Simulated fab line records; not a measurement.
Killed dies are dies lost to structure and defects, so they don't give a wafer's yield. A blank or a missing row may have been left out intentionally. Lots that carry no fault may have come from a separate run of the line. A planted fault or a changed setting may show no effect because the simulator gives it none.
Chamber matching    flow sky130    4 sister chambers for SKY_POLY_GATE_ETCH_16 on rie_diel-04
The step etches Si3N4 in CH3F/O2, stops on poly-Si, time 147.5 s, target depth 75 nm. 4 wafers are shown with their chamber, then 8 later ones without.

## EACH WAFER AND ITS CHAMBER
wafer   chamber  ch3f_flow_sccm (sccm)
L168.3  1        40.01
L172.1  3        40.00
L172.2  0        40.41
L173.1  2        39.78

## WAFERS WITHOUT THEIR CHAMBER
wafer   ch3f_flow_sccm (sccm)
L173.2  39.97
L173.5  40.03
L175.1  39.88
L175.3  40.12
L175.6  40.08
L177.1  39.97
L177.2  40.20
L177.4  39.94

## WHICH CHAMBER EACH WENT THROUGH
wafer   from the rows above           in truth
L173.2  can't be placed: 3 or 1 or 2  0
L173.5  can't be placed: 1 or 3       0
L175.1  can't be placed: 2 or 3 or 1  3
L175.3  can't be placed: 1 or 3 or 0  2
L175.6  can't be placed: 1 or 3       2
L177.1  can't be placed: 3 or 1 or 2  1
L177.2  can't be placed: 1 or 3 or 0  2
L177.4  can't be placed: 3 or 1 or 2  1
Correct placement for 0 of the 8. From these rows, 8 cannot be placed; in 3 the true chamber is one of the candidates. Number placed wrongly: 0.
How it was worked out, from the rows above alone: a wafer's distance from a chamber is the root of the sum, over the readings, of the square of ((its reading less the chamber's mean) divided by the reading's scatter). If the next closest chamber is less than 2 further off than the closest, the wafer can't be placed; otherwise it belongs to the closest. Each chamber's mean is taken over the wafers shown for it. The scatter: with one shown wafer a chamber, the root of the mean of the squares of how far each hidden wafer lies from its nearest shown one.
